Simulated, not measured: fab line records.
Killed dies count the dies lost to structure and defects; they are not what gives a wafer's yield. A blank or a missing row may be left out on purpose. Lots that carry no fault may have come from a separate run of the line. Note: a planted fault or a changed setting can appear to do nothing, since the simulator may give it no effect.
The tool behind it: which one? -- flow sky130 -- 12 lots with 36 wafers sampled at 2 steps, on a route of 708 steps

## WHAT THE GAUGES SHOWED, per wafer
SKY_VIA4_OVL_MEAS_11.
lot,measured,on,VIA4_OVL (nm)
L762,day 42 15:32,overlay-01,-0.1 -0.4 1.0
L763,day 43 01:08,overlay-01,-0.4 0.5 0.8
L764,day 43 04:40,overlay-02,-1.8 -1.3 -1.0
L765,day 43 11:07,overlay-02,-1.1 -1.3 0.0
L774,day 46 11:20,overlay-01,-0.9 -1.1 -2.4
L775,day 46 14:20,overlay-01,0.9 -1.1 0.1
L776,day 47 01:04,overlay-01,-1.9 -2.0 -1.5
L779,day 47 02:35,overlay-02,0.8 -0.5 -0.1
L777,day 47 04:34,overlay-01,-1.5 0.0 -1.1
L778,day 47 06:26,overlay-02,-0.5 1.6 0.3
L780,day 47 07:49,overlay-01,1.0 1.4 0.8
L783,day 48 03:11,overlay-02,-2.4 -3.1 -1.9

## TOOL THAT RAN EACH LOT (tool first, then ch and the chambers of the sampled wafers, then the start)
lot,SKY_VIA3_CVD_21
L762,"cvd_w-01 ch 0,1, day 39 14:05"
L763,"cvd_w-01 ch 0,1, day 39 23:54"
L764,"cvd_w-01 ch 0,1, day 40 04:32"
L765,"cvd_w-01 ch 0,1, day 40 11:11"
L774,"cvd_w-01 ch 0,1, day 43 16:26"
L775,"cvd_w-01 ch 0,1, day 43 19:53"
L776,"cvd_w-01 ch 0,1, day 44 07:01"
L779,"cvd_w-01 ch 0,1, day 44 09:08"
L777,"cvd_w-02 ch 1, day 44 11:44"
L778,"cvd_w-01 ch 0,1, day 44 12:47"
L780,"cvd_w-01 ch 0,1, day 44 15:45"
L783,"cvd_w-02 ch 0,1, day 45 12:46"
- SKY_VIA3_CVD_21: deposits W, target thk 390 nm, time 117.31 s.

## AS READ BY THE TOOLS THEMSELVES (means over the sampled wafers that have a number; for cases with no such wafer, the mark the record gives instead)
SKY_VIA3_CVD_21.
lot,tool,heater_power_w (W)
L762,cvd_w-01,887
L763,cvd_w-01,869
L764,cvd_w-01,885
L765,cvd_w-01,867
L774,cvd_w-01,873
L775,cvd_w-01,901
L776,cvd_w-01,859
L779,cvd_w-01,908
L777,cvd_w-02,900
L778,cvd_w-01,904
L780,cvd_w-01,876
L783,cvd_w-02,886

## THE ANSWER, worked out from the rows above alone
Rule: the lots themselves supply what counts as usual. Put in order of their means at a reading, lots are off if they are a third of the lots or fewer, leave a main group of 4 or more, and stand apart from it by a gap of 3 or more times the standard deviation of the main group's means; of several such gaps the widest counts. Not used: any main group whose means are identical at the precision the tables above print for the reading. A lot without any number at a reading at which 4 lots or more have one is off too. Any other lot the step has rows for is counted as sound. First the gauges in route order, then the tools' own readings, where a lot's mean is used as printed above. The first step at which some lot is off is used, and at that step the reading that is off furthest; a lot without a number counts as furthest.
None of the lots is off at any reading shown; this tells nothing.

## WHAT THE SIMULATOR HAD INSERTED
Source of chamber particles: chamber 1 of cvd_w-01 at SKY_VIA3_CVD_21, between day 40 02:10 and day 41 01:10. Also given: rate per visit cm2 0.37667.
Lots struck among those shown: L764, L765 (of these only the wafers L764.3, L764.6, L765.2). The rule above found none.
